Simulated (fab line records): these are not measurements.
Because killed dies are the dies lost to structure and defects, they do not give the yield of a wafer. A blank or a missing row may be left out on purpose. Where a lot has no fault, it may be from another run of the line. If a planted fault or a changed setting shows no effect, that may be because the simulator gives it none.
The tool behind it: which one? | flow sky130 | 12 lots with 36 wafers sampled at 4 steps, on a route of 708 steps

== WHAT THE GAUGES SHOWED, per wafer ==
SKY_VIA3_OVL_MEAS_13. Usual: VIA3_OVL typically reads -1 nm, with standard deviation 5.
lot  | measured     | on         | VIA3_OVL (nm) | flag
L669 | day 39 18:19 | overlay-01 | -1 10 3       |
L670 | day 40 03:29 | overlay-02 | -3 -3 3       |
L671 | day 40 08:01 | overlay-01 | -4 4 -1       |
L672 | day 41 04:38 | overlay-01 | -6 -3 0       |
L673 | day 41 09:16 | overlay-01 | 13 10 8       |
L674 | day 41 10:23 | overlay-02 | -2 5 -7       |
L676 | day 42 03:23 | overlay-01 | -6 -6 -7      |
L677 | day 42 16:20 | overlay-01 | -6 -4 -4      |
L679 | day 42 21:26 | overlay-02 | 3 0 -2        |
L684 | day 44 06:56 | overlay-01 | 6 -1 9        |
L685 | day 44 15:13 | overlay-02 | -6 -12 -4     |
L690 | day 46 09:22 | overlay-01 | -2 -1 -4      |

SKY_VIA4_OVL_MEAS_11. Usual: VIA4_OVL typically reads 0.2 nm, with standard deviation 1.5.
lot  | measured     | on         | VIA4_OVL (nm)  | flag
L669 | day 42 21:20 | overlay-01 | -0.2 0.7 -0.5  |
L670 | day 43 06:43 | overlay-02 | 1.2 -0.6 -0.5  |
L671 | day 43 11:59 | overlay-02 | 2.1 2.8 2.9    |
L672 | day 44 06:23 | overlay-02 | 1.9 0.7 1.4    |
L673 | day 44 10:13 | overlay-01 | 3.5 -1.5 2.4   |
L674 | day 44 11:32 | overlay-01 | -2.7 -3.1 -4.0 |
L676 | day 45 02:59 | overlay-01 | 0.5 1.6 -1.4   |
L677 | day 45 14:14 | overlay-02 | 1.7 0.6 0.4    |
L679 | day 45 19:20 | overlay-01 | 0.2 -0.7 0.4   |
L684 | day 47 01:02 | overlay-02 | -2.6 -1.6 0.5  |
L685 | day 47 08:42 | overlay-02 | 0.1 0.1 -0.3   |
L690 | day 48 22:08 | overlay-01 | -0.2 0.8 -1.7  |

== TOOL THAT RAN EACH LOT (tool first, then ch and the chambers of the sampled wafers, then the start) ==
lot  | SKY_METAL3_ETCH_16                | SKY_METAL3_STRIP_19
L669 | rie-metal-02 ch 0,1, day 38 15:31 | plasma-asher-03 ch 0,1, day 38 15:49
L670 | rie-metal-02 ch 0,1, day 39 00:08 | plasma-asher-02 ch 0,1, day 39 00:27
L671 | rie-metal-03 ch 0,1, day 39 05:26 | plasma-asher-04 ch 0,1, day 39 05:47
L672 | rie-metal-03 ch 0,1, day 40 02:39 | plasma-asher-03 ch 0,1, day 40 03:00
L673 | rie-metal-02 ch 0,1, day 40 07:19 | plasma-asher-02 ch 0,1, day 40 07:38
L674 | rie-metal-03 ch 0,1, day 40 08:26 | plasma-asher-04 ch 0,1, day 40 08:43
L676 | rie-metal-02 ch 0,1, day 41 02:06 | plasma-asher-02 ch 0,1, day 41 02:23
L677 | rie-metal-02 ch 0, day 41 15:25   | plasma-asher-04 ch 0,1, day 41 15:43
L679 | rie-metal-02 ch 0,1, day 41 19:46 | plasma-asher-04 ch 0,1, day 41 20:04
L684 | rie-metal-02 ch 0,1, day 43 07:22 | plasma-asher-02 ch 0,1, day 43 07:43
L685 | rie-metal-02 ch 0,1, day 43 15:26 | plasma-asher-03 ch 0,1, day 43 15:43
L690 | rie-metal-01 ch 0,1, day 45 10:39 | plasma-asher-02 ch 0,1, day 45 10:57
- SKY_METAL3_ETCH_16: etches BARC in N2/H2, stops on SiO2, time 88.2 s, target depth 60 nm.
- SKY_METAL3_STRIP_19: strips in O2/N2.

== AS READ BY THE TOOLS THEMSELVES (means over the sampled wafers that have a number; for cases with no such wafer, the mark the record gives instead) ==
SKY_METAL3_ETCH_16. Usual: drypump-motor-current-A 6.0 A, standard deviation 0.43; oes-product-au 0.626 a.u., standard deviation 0.0045; throttle-valve-pct 13.204 %, standard deviation 0.0092.
lot  | tool         | drypump-motor-current-A (A) | oes-product-au (a.u.) | throttle-valve-pct (%) | flag
L669 | rie-metal-02 | 6.0                         | 0.626                 | 13.212                 |
L670 | rie-metal-02 | 6.2                         | 0.627                 | 13.200                 |
L671 | rie-metal-03 | 5.8                         | 0.625                 | 13.208                 |
L672 | rie-metal-03 | 5.5                         | 0.626                 | 13.209                 |
L673 | rie-metal-02 | 6.0                         | 0.625                 | 13.195                 |
L674 | rie-metal-03 | 5.9                         | 0.628                 | 13.214                 |
L676 | rie-metal-02 | 6.3                         | 0.625                 | 13.203                 |
L677 | rie-metal-02 | 6.5                         | 0.628                 | 13.208                 |
L679 | rie-metal-02 | 6.0                         | 0.626                 | 13.198                 |
L684 | rie-metal-02 | 6.0                         | 0.627                 | 13.208                 |
L685 | rie-metal-02 | 6.3                         | 0.625                 | 13.203                 |
L690 | rie-metal-01 | 5.7                         | 0.623                 | 13.208                 |

SKY_METAL3_STRIP_19. Usual: drypump-motor-current-A 5.8 A, standard deviation 0.37; oes-product-au 0.503 a.u., standard deviation 0.0058; strip-time-to-endpoint-s 6.54 s, standard deviation 0.1.
lot  | tool            | drypump-motor-current-A (A) | oes-product-au (a.u.) | strip-time-to-endpoint-s (s) | flag
L669 | plasma-asher-03 | 5.5                         | 0.508                 | 6.66                         |
L670 | plasma-asher-02 | 6.1                         | 0.510                 | 6.61                         |
L671 | plasma-asher-04 | 5.8                         | 0.509                 | 6.61                         |
L672 | plasma-asher-03 | 5.5                         | 0.505                 | 6.53                         |
L673 | plasma-asher-02 | 6.1                         | 0.509                 | 6.54                         |
L674 | plasma-asher-04 | 5.9                         | 0.505                 | 6.57                         |
L676 | plasma-asher-02 | 6.1                         | 0.502                 | 6.62                         |
L677 | plasma-asher-04 | 5.9                         | 0.501                 | 6.47                         |
L679 | plasma-asher-04 | 5.9                         | 0.499                 | 6.55                         |
L684 | plasma-asher-02 | 5.9                         | 0.505                 | 6.67                         |
L685 | plasma-asher-03 | 5.5                         | 0.505                 | 6.61                         |
L690 | plasma-asher-02 | 5.9                         | 0.504                 | 6.41                         |

== THE ANSWER, worked out from the rows above alone ==
Rule: lot off if the mean of its wafers having a number is beyond 3 standard deviations from the usual mean. A lot without any number at a reading at which 4 lots or more have one is off too. All remaining lots with rows at the step are treated as sound. First the gauges in route order, then the tools' own readings, where a lot's mean is used as printed above. At the first step where some lot is off, the reading lying furthest off is the one used; lots without a number count as furthest.
Nothing can be told from this: no lot is off at any reading shown.

== WHAT WAS PUT IN BY THE SIMULATOR ==
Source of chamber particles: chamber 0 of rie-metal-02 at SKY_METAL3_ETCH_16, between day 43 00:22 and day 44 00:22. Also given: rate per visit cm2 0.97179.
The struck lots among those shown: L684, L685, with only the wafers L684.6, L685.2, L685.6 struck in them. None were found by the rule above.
